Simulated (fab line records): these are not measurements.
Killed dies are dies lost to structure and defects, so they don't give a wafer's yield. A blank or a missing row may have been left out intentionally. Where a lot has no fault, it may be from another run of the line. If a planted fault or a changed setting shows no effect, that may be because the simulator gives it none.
fab line records ; flow sky130
record: lots: 12; wafers: 36; lastDay: 50
route steps=708 shown METAL1@450 VIA1@458 PAD_OPEN@708
lots that met no fault: from a run of the same line without faults
startH: hours from the record's opening day to when the first of the lot's shown wafers began ; waitH: hours since the lot's step before ; " repeats the value in the row above ; L1.1+2: several wafers, shown together as one row ; - no value present, or no start provided ; * or withheld: withheld ; < > ~ a bound
route shown NAME@n: NAME is a module with steps in the file, n the number in the route of the first one ; usual: mean and standard deviation over wafers with no fault ; same: alike in all rows ; chamber/n: place in a boat ; sites: per-site readings ; _std_site: standard deviation of those values ; _edge_site: outer sites' mean less inner sites' ; radiusMm: how far each site lies from the wafer's centre ; mask NAME#n: copy n ; behind: the last tool/chamber to shape the wafer ; hold: why the lot was held/for how many hours/how that ended ; device: transistor that didn't switch, given as n, p or np ; end of line: at the end of the route, the tests of the same wafers ; a step with no rows: only its recipe ; killed: dies that structure and defects cost at the first sort, which is not the same as the wafer's yield ; map: per-die view of a wafer (x killed, . not killed, _ where there is no die)
set.NAME: the run value of the setting; set.NAME@STEP: its run value at that earlier step ; model.NAME: the simulator's own value behind a step, which no gauge read
steps of the route over a sample of lots; a table a step, a row a wafer
services: from which hour (startH, from the record's first day; less than 0 if before it) a tool's chamber was out of use, for how many hours, and why
== steps ==
step: SKY_METAL1_OVL_MEAS_16
usual: METAL1_OVL: -4/4.6
lot.wafer;tool;chamber;startH;waitH;METAL1_OVL[nm]
L406.1;overlay-01;-;773.85;0.1;-4
L406.2;overlay-01;-;773.85;0.1;-4
L406.4;overlay-01;-;773.85;0.1;-8
L407.3;overlay-01;-;782.05;0.1;-1
L407.5;overlay-01;-;782.05;0.1;-6
L407.6;overlay-01;-;782.05;0.1;-5
L408.1;overlay-02;-;796.30;0.1;0
L408.4;overlay-02;-;796.30;0.1;5
L408.5;overlay-02;-;796.30;0.1;1
L411.1;overlay-01;-;816.14;0.1;-8
L411.2;overlay-01;-;816.14;0.1;-7
L411.4;overlay-01;-;816.14;0.1;-8
L412.4;overlay-02;-;822.32;0.1;0
L412.5;overlay-02;-;822.32;0.1;1
L412.6;overlay-02;-;822.32;0.1;-5
L413.1;overlay-01;-;826.21;0.1;-1
L413.2;overlay-01;-;826.21;0.1;3
L413.6;overlay-01;-;826.21;0.1;0
L414.2;overlay-02;-;833.57;0.1;-3
L414.3;overlay-02;-;833.57;0.1;-7
L414.5;overlay-02;-;833.57;0.1;-6
L421.2;overlay-01;-;890.85;0.1;5
L421.4;overlay-01;-;890.85;0.1;-5
L421.6;overlay-01;-;890.85;0.1;1
L424.1;overlay-01;-;906.86;0.1;-11
L424.2;overlay-01;-;906.86;0.1;-4
L424.4;overlay-01;-;906.86;0.1;-6
L425.1;overlay-02;-;913.81;0.1;-2
L425.4;overlay-02;-;913.81;0.1;-12
L425.5;overlay-02;-;913.81;0.1;-6
L427.1;overlay-02;-;928.89;0.1;-8
L427.2;overlay-02;-;928.89;0.1;-11
L427.4;overlay-02;-;928.89;0.1;-6
L428.1;overlay-01;-;944.14;0.1;1
L428.4;overlay-01;-;944.14;0.1;1
L428.6;overlay-01;-;944.14;0.1;5
step: SKY_VIA1_HDPCVD_00
recipe: material: SiO2; targetThkNm: 1030; sigmaOpenFrac: 0.3; timeS: 171.7; tempC: 400; sih4FlowSccm: 60; pressureMtorr: 6
usual: runLengthS: 199.0/0.42
lot.wafer;tool;chamber;startH;waitH;runLengthS
L406.1;hdpcvd-02;2;774.69;0.0;199.4
L406.2;hdpcvd-02;0;774.69;0.0;198.3
L406.4;hdpcvd-02;1;774.69;0.0;198.7
L407.3;hdpcvd-02;0;782.86;0.0;198.8
L407.5;hdpcvd-02;1;782.86;0.0;199.2
L407.6;hdpcvd-02;2;782.86;0.0;199.4
L408.1;hdpcvd-01;1;797.12;0.0;198.4
L408.4;hdpcvd-01;0;797.12;0.0;198.4
L408.5;hdpcvd-01;1;797.12;0.0;198.6
L411.1;hdpcvd-01;2;816.96;0.0;199.6
L411.2;hdpcvd-01;0;816.96;0.0;199.2
L411.4;hdpcvd-01;0;816.96;0.0;198.5
L412.4;hdpcvd-01;0;823.36;0.1;198.8
L412.5;hdpcvd-01;1;823.36;0.1;198.6
L412.6;hdpcvd-01;2;823.36;0.1;199.3
L413.1;hdpcvd-02;2;827.04;0.0;199.6
L413.2;hdpcvd-02;0;827.04;0.0;198.7
L413.6;hdpcvd-02;2;827.04;0.0;198.9
L414.2;hdpcvd-02;2;834.81;0.0;199.2
L414.3;hdpcvd-02;1;834.81;0.0;199.2
L414.5;hdpcvd-02;0;834.81;0.0;198.4
L421.2;hdpcvd-02;0;891.70;0.0;198.9
L421.4;hdpcvd-02;2;891.70;0.0;199.6
L421.6;hdpcvd-02;1;891.70;0.0;246.1
L424.1;hdpcvd-02;1;907.68;0.0;246.2
L424.2;hdpcvd-02;0;907.68;0.0;198.2
L424.4;hdpcvd-02;2;907.68;0.0;199.0
L425.1;hdpcvd-01;0;914.62;0.0;198.9
L425.4;hdpcvd-01;0;914.62;0.0;199.0
L425.5;hdpcvd-01;2;914.62;0.0;199.3
L427.1;hdpcvd-01;2;929.92;0.0;199.6
L427.2;hdpcvd-01;1;929.92;0.0;198.7
L427.4;hdpcvd-01;2;929.92;0.0;199.4
L428.1;hdpcvd-01;2;945.14;0.0;199.5
L428.4;hdpcvd-01;1;945.14;0.0;198.7
L428.6;hdpcvd-01;0;945.14;0.0;198.6
step: SKY_VIA1_THK_MEAS_01
recipe: reads: SiO2_of_VIA1_HDPCVD_00
usual: VIA1_HDPCVD_THK: 1032/12
lot.wafer;tool;chamber;startH;waitH;VIA1_HDPCVD_THK[nm]
L406.1;filmMetro-01;-;774.80;0.1;1029
L406.2;filmMetro-01;-;774.80;0.1;1043
L406.4;filmMetro-01;-;774.80;0.1;1028
L407.3;filmMetro-02;-;782.99;0.1;1020
L407.5;filmMetro-02;-;782.99;0.1;1011
L407.6;filmMetro-02;-;782.99;0.1;1026
L408.1;filmMetro-02;-;797.23;0.1;1026
L408.4;filmMetro-02;-;797.23;0.1;1031
L408.5;filmMetro-02;-;797.23;0.1;1029
L411.1;filmMetro-01;-;817.07;0.1;1032
L411.2;filmMetro-01;-;817.07;0.1;1036
L411.4;filmMetro-01;-;817.07;0.1;1038
L412.4;filmMetro-01;-;823.45;0.0;1047
L412.5;filmMetro-01;-;823.45;0.0;1033
L412.6;filmMetro-01;-;823.45;0.0;1033
L413.1;filmMetro-04;-;827.15;0.1;1006
L413.2;filmMetro-04;-;827.15;0.1;1015
L413.6;filmMetro-04;-;827.15;0.1;1017
L414.2;filmMetro-04;-;834.94;0.1;1028
L414.3;filmMetro-04;-;834.94;0.1;1042
L414.5;filmMetro-04;-;834.94;0.1;1032
L421.2;filmMetro-02;-;891.82;0.1;1033
L421.4;filmMetro-02;-;891.82;0.1;1024
L421.6;filmMetro-02;-;891.82;0.1;1334
L424.1;filmMetro-02;-;907.79;0.1;1339
L424.2;filmMetro-02;-;907.79;0.1;1026
L424.4;filmMetro-02;-;907.79;0.1;1043
L425.1;filmMetro-01;-;914.73;0.1;1029
L425.4;filmMetro-01;-;914.73;0.1;1025
L425.5;filmMetro-01;-;914.73;0.1;1017
L427.1;filmMetro-04;-;930.03;0.1;1030
L427.2;filmMetro-04;-;930.03;0.1;1030
L427.4;filmMetro-04;-;930.03;0.1;1022
L428.1;filmMetro-02;-;945.25;0.1;1038
L428.4;filmMetro-02;-;945.25;0.1;1019
L428.6;filmMetro-02;-;945.25;0.1;1032
step: SKY_VIA1_CMP_02
recipe: material: SiO2; downForcePsi: 4; platenRpm: 60; padVelocityMS: 0.94248
usual: motorCurrentA: 12.0/0.83
lot.wafer;tool;chamber;startH;waitH;motorCurrentA
L406.2;cmp-01;2;774.91;0.1;11.8
L406.4;cmp-01;3;774.91;0.1;12.7
L406.1;cmp-01;0;774.91;0.1;13.7
L407.3;cmp-02;3;783.13;0.1;10.3
L407.6;cmp-02;1;783.13;0.1;11.9
L407.5;cmp-02;2;783.13;0.1;12.2
L408.4;cmp-01;2;797.34;0.1;12.8
L408.1;cmp-01;0;797.34;0.1;13.0
L408.5;cmp-01;1;797.34;0.1;10.9
L411.2;cmp-01;1;817.13;0.0;11.5
L411.1;cmp-01;2;817.13;0.0;12.4
L411.4;cmp-01;0;817.13;0.0;13.5
L412.4;cmp-01;2;823.48;0.0;11.8
L412.6;cmp-01;2;823.48;0.0;12.7
L412.5;cmp-01;3;823.48;0.0;12.2
L413.1;cmp-02;2;827.31;0.1;12.0
L413.2;cmp-02;3;827.31;0.1;10.7
L413.6;cmp-02;0;827.31;0.1;12.7
L414.3;cmp-02;2;835.04;0.1;11.6
L414.2;cmp-02;0;835.04;0.1;12.3
L414.5;cmp-02;1;835.04;0.1;11.7
L421.4;cmp-02;3;891.87;0.0;10.2
L421.2;cmp-02;1;891.87;0.0;12.6
L421.6;cmp-02;3;891.87;0.0;10.5
L424.1;cmp-01;2;907.90;0.1;12.9
L424.2;cmp-01;3;907.90;0.1;12.7
L424.4;cmp-01;0;907.90;0.1;13.3
L425.4;cmp-01;3;914.89;0.1;11.7
L425.1;cmp-01;0;914.89;0.1;13.7
L425.5;cmp-01;2;914.89;0.1;12.6
L427.1;cmp-01;3;930.09;0.1;12.2
L427.4;cmp-01;1;930.09;0.1;11.3
L427.2;cmp-01;2;930.09;0.1;13.0
L428.1;cmp-02;3;945.36;0.1;10.4
L428.4;cmp-02;0;945.36;0.1;12.7
L428.6;cmp-02;2;945.36;0.1;12.4
step: SKY_VIA1_BOW_MEAS_03
recipe: mode: bow
usual: VIA1_BOW: 82/7.2
lot.wafer;tool;chamber;startH;waitH;VIA1_BOW[um]
L406.1;filmMetro-01;-;775.16;0.1;80
L406.2;filmMetro-01;-;775.16;0.1;80
L406.4;filmMetro-01;-;775.16;0.1;93
L407.3;filmMetro-04;-;783.37;0.2;96
L407.5;filmMetro-04;-;783.37;0.2;78
L407.6;filmMetro-04;-;783.37;0.2;81
L408.1;filmMetro-02;-;797.59;0.1;83
L408.4;filmMetro-02;-;797.59;0.1;80
L408.5;filmMetro-02;-;797.59;0.1;71
L411.1;filmMetro-01;-;817.43;0.2;86
L411.2;filmMetro-01;-;817.43;0.2;78
L411.4;filmMetro-01;-;817.43;0.2;81
L412.4;filmMetro-02;-;823.84;0.3;70
L412.5;filmMetro-02;-;823.84;0.3;74
L412.6;filmMetro-02;-;823.84;0.3;91
L413.1;filmMetro-01;-;827.51;0.1;82
L413.2;filmMetro-01;-;827.51;0.1;84
L413.6;filmMetro-01;-;827.51;0.1;79
L414.2;filmMetro-04;-;835.31;0.1;90
L414.3;filmMetro-04;-;835.31;0.1;98
L414.5;filmMetro-04;-;835.31;0.1;92
L421.2;filmMetro-01;-;892.19;0.2;76
L421.4;filmMetro-01;-;892.19;0.2;75
L421.6;filmMetro-01;-;892.19;0.2;83
L424.1;filmMetro-01;-;908.15;0.2;77
L424.2;filmMetro-01;-;908.15;0.2;67
L424.4;filmMetro-01;-;908.15;0.2;86
L425.1;filmMetro-04;-;915.09;0.1;65
L425.4;filmMetro-04;-;915.09;0.1;78
L425.5;filmMetro-04;-;915.09;0.1;81
L427.1;filmMetro-01;-;930.39;0.2;69
L427.2;filmMetro-01;-;930.39;0.2;87
L427.4;filmMetro-01;-;930.39;0.2;86
L428.1;filmMetro-01;-;945.61;0.2;78
L428.4;filmMetro-01;-;945.61;0.2;72
L428.6;filmMetro-01;-;945.61;0.2;80
step: SKY_PAD_OPEN_PROBE_99
usual: defectLimitedYield: 82.7/1.9; killed_at_M0_to_M3: 43/7.3; killed_at_M4_up: 3.1/1.7; killedAtContacts: 25/5.3; killedAtFrontEnd: 14/4.1; killedAtOther: 0.3/0.56; killedDies: 85/9.4; killedOpen: 46/7.4; killedShort: 38/5.8; sort_bin_3_pad_short: 0.8/0.4; sort_bin_5_function: 10.2/1.5; sort_bin_6_memory: 6.2/1.2; sortNPass: 407/9.4; sortYieldPct: 82.7/1.9
same: grossDies: 492; killedAtBackSide: 0; sort_bin_4_leakage[%]: 0; sort_bin_8_speed[%]: 0
lot.wafer;tool;chamber;startH;waitH;defectLimitedYield[%];killed_at_M0_to_M3;killed_at_M4_up;killedAtContacts;killedAtFrontEnd;killedAtOther;killedDies;killedOpen;killedShort;sort_bin_3_pad_short[%];sort_bin_5_function[%];sort_bin_6_memory[%];sortNPass;sortYieldPct[%]
L408.1;prober-01;-;1102.51;0.1;81.3;51;3;24;14;0;92;52;40;1.0;10.4;7.3;400;81.3
L408.4;prober-01;-;1102.66;0.2;80.5;57;3;17;18;1;96;58;38;0.8;11.0;7.7;396;80.5
L408.5;prober-01;-;1102.71;0.2;78.9;58;4;23;19;0;104;53;51;1.4;13.0;6.7;388;78.9
L421.2;prober-01;-;1169.36;0.1;84.8;37;0;28;10;0;75;40;35;0.4;9.6;5.3;417;84.8
L421.4;prober-01;-;1169.46;0.2;83.3;46;4;20;12;0;82;49;33;0.6;10.6;5.5;410;83.3
L421.6;prober-01;-;1169.56;0.2;82.5;43;3;22;18;0;86;49;37;1.0;9.1;7.3;406;82.5
killed by level:class
L408.1 VIA1:geometricParticle:open=17 CONTACT:geometricParticle:open=11 VIA1:geometricParticle:short=8 FIELD_ISO:geometricParticle:short=5 LI_CONTACT:geometricParticle:open=5 CONTACT:geometricParticle:short=5 VIA2:geometricParticle:open=5 VIA3:geometricParticle:open=5
L408.4 VIA1:geometricParticle:open=14 VIA3:geometricParticle:open=10 METAL2:geometricParticle:short=9 FIELD_ISO:geometricParticle:short=7 CONTACT:geometricParticle:open=7 LI_CONTACT:geometricParticle:open=7 VIA2:geometricParticle:open=6 METAL3:geometricParticle:short=4
L408.5 VIA2:geometricParticle:open=11 CONTACT:geometricParticle:open=9 METAL1:geometricParticle:short=9 VIA1:geometricParticle:open=7 LI_CONTACT:geometricParticle:open=7 VIA3:geometricParticle:open=7 FIELD_ISO:geometricParticle:open=6 VIA1:geometricParticle:short=6
L421.2 CONTACT:geometricParticle:open=12 VIA1:geometricParticle:open=10 FIELD_ISO:geometricParticle:short=5 LI_CONTACT:geometricParticle:open=5 METAL1:geometricParticle:short=5 VIA3:geometricParticle:short=5 CONTACT:geometricParticle:short=4 VIA2:geometricParticle:open=4
L421.4 VIA1:geometricParticle:open=11 VIA2:geometricParticle:open=9 CONTACT:geometricParticle:short=6 CONTACT:geometricParticle:open=6 LI_CONTACT:geometricParticle:open=5 FIELD_ISO:geometricParticle:open=4 METAL2:geometricParticle:short=4 METAL1:geometricParticle:short=4
L421.6 VIA1:geometricParticle:open=11 CONTACT:geometricParticle:open=7 FIELD_ISO:geometricParticle:short=6 FIELD_ISO:geometricParticle:open=6 METAL2:geometricParticle:short=6 VIA3:geometricParticle:open=6 VIA2:geometricParticle:open=6 LI_CONTACT:geometricParticle:open=4
== services ==
tool;chamber;startH;hours;kind
hdpcvd-01;1;755.25;5.9;repair
cmp-01;-;761.06;4.8;pm
cmp-02;-;762.19;2.6;repair
hdpcvd-02;-;768.05;1.1;repair
hdpcvd-01;0;770.42;4.2;repair
cmp-02;-;812.50;12.4;pm
cmp-02;-;831.38;0.6;repair
hdpcvd-02;-;840.23;6.0;pm
cmp-02;-;846.90;5.6;pm
cmp-01;-;874.98;3.9;repair
cmp-01;-;894.80;0.4;repair
cmp-02;-;913.47;4.0;pm
cmp-01;-;915.26;5.1;repair
hdpcvd-02;1;915.70;2.0;repair
cmp-02;-;917.47;-;consumableReplace:conditioner
cmp-02;-;917.47;-;consumableReplace:pad
hdpcvd-02;-;920.08;1.2;repair
cmp-02;-;920.47;6.3;pm
== key ==
firstSign: step: SKY_VIA1_HDPCVD_00; reading: runLengthS; direction: up; sigmas: 99+; usual: *; struck: *
effect: step: SKY_VIA1_THK_MEAS_01; reading: VIA1_HDPCVD_THK; direction: up; sigmas: 26; usual: 1032; struck: 1336
metAt SKY_VIA1_HDPCVD_00
struckLots L421,L424
struckWafers L421.6,L424.1
notActingAt SKY_METAL1_OVL_MEAS_16,SKY_VIA1_CMP_02,SKY_VIA1_BOW_MEAS_03
onsetBetween 834.81 891.70
fault: kind: processParameterDrift; tool: hdpcvd-02; chamber: -; onsetH: 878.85; steps: SKY_VIA1_HDPCVD_00; channel: timeS; offset: *; shape: step; endH: 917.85; scope: struckWafersOnly; actsIn: *; stated: *
